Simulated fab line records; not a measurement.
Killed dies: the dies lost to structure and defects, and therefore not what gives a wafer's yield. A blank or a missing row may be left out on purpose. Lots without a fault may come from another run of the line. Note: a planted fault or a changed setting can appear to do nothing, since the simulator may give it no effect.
Which tool did it? | flow gf180mcu | 6 lots, 18 wafers sampled, at 3 steps of a route of 602

== WHAT EACH GAUGE READ, for each wafer ==
GF_HV_LDD_RS_MEAS_53: measurement is done with a four-point probe.
lot  | measured     | on            | HV_LDD_RS (ohm/sq)
L518 | day 12 22:49 | film metro-01 | 418.6 419.7 419.8
L521 | day 14 15:13 | film metro-01 | 418.0 417.3 418.2
L527 | day 16 07:44 | film metro-04 | 417.6 417.6 418.7
L533 | day 17 21:09 | film metro-01 | 420.3 419.2 419.1
L535 | day 18 19:47 | film metro-03 | 435.8 437.4 436.5
L539 | day 20 04:34 | film metro-04 | 419.8 420.4 418.9

== WHAT TOOL EACH LOT RAN ON (gives the tool, then ch and the chambers of the sampled wafers, and finally the start) ==
lot  | GF_HV_LDD_STRIP_10                   | GF_HV_LDD_IMPLANT_35
L518 | plasma asher-01 ch 0,1, day 10 13:50 | implanter-03 ch 0, day 12 03:10
L521 | plasma asher-01 ch 0,1, day 12 01:13 | implanter-04 ch 0, day 13 17:45
L527 | plasma asher-01 ch 0, day 13 14:13   | implanter-03 ch 0, day 15 08:36
L533 | plasma asher-02 ch 0,1, day 15 01:01 | implanter-03 ch 0, day 16 21:19
L535 | plasma asher-03 ch 0,1, day 15 21:58 | implanter-03 ch 0, day 17 19:03
L539 | plasma asher-01 ch 0,1, day 17 04:14 | implanter-04 ch 0, day 19 04:04
- GF_HV_LDD_STRIP_10: strips in O2/N2.
- GF_HV_LDD_IMPLANT_35

== THE ANSWER, worked out from the rows above alone ==
Rule: the lots themselves supply what counts as usual. Put in order of their means at a reading, lots are off if they are a third of the lots or fewer, leave a main group of 4 or more, and stand apart from it by a gap of 3 or more times the standard deviation of the main group's means; of several such gaps the widest counts. Not used: any main group whose means are identical at the precision the tables above print for the reading. A lot without any number at a reading at which 4 lots or more have one is off too. The other lots that the step has rows for count as sound.
Off: at GF_HV_LDD_RS_MEAS_53 (HV_LDD_RS), L535. The main group: mean 418.9 ohm/sq, standard deviation 0.81.
A tool fits if, at a process step before that reading, it ran every lot that is off, and no sound lot after the first of them. Those tools and the gauges at GF_HV_LDD_RS_MEAS_53 are tried in the same way. Can't be told from this: 3 tools fit, plasma asher-03 at GF_HV_LDD_STRIP_10, implanter-03 at GF_HV_LDD_IMPLANT_35, film metro-03 at GF_HV_LDD_RS_MEAS_53.

== WHAT THE SIMULATOR HAD INSERTED ==
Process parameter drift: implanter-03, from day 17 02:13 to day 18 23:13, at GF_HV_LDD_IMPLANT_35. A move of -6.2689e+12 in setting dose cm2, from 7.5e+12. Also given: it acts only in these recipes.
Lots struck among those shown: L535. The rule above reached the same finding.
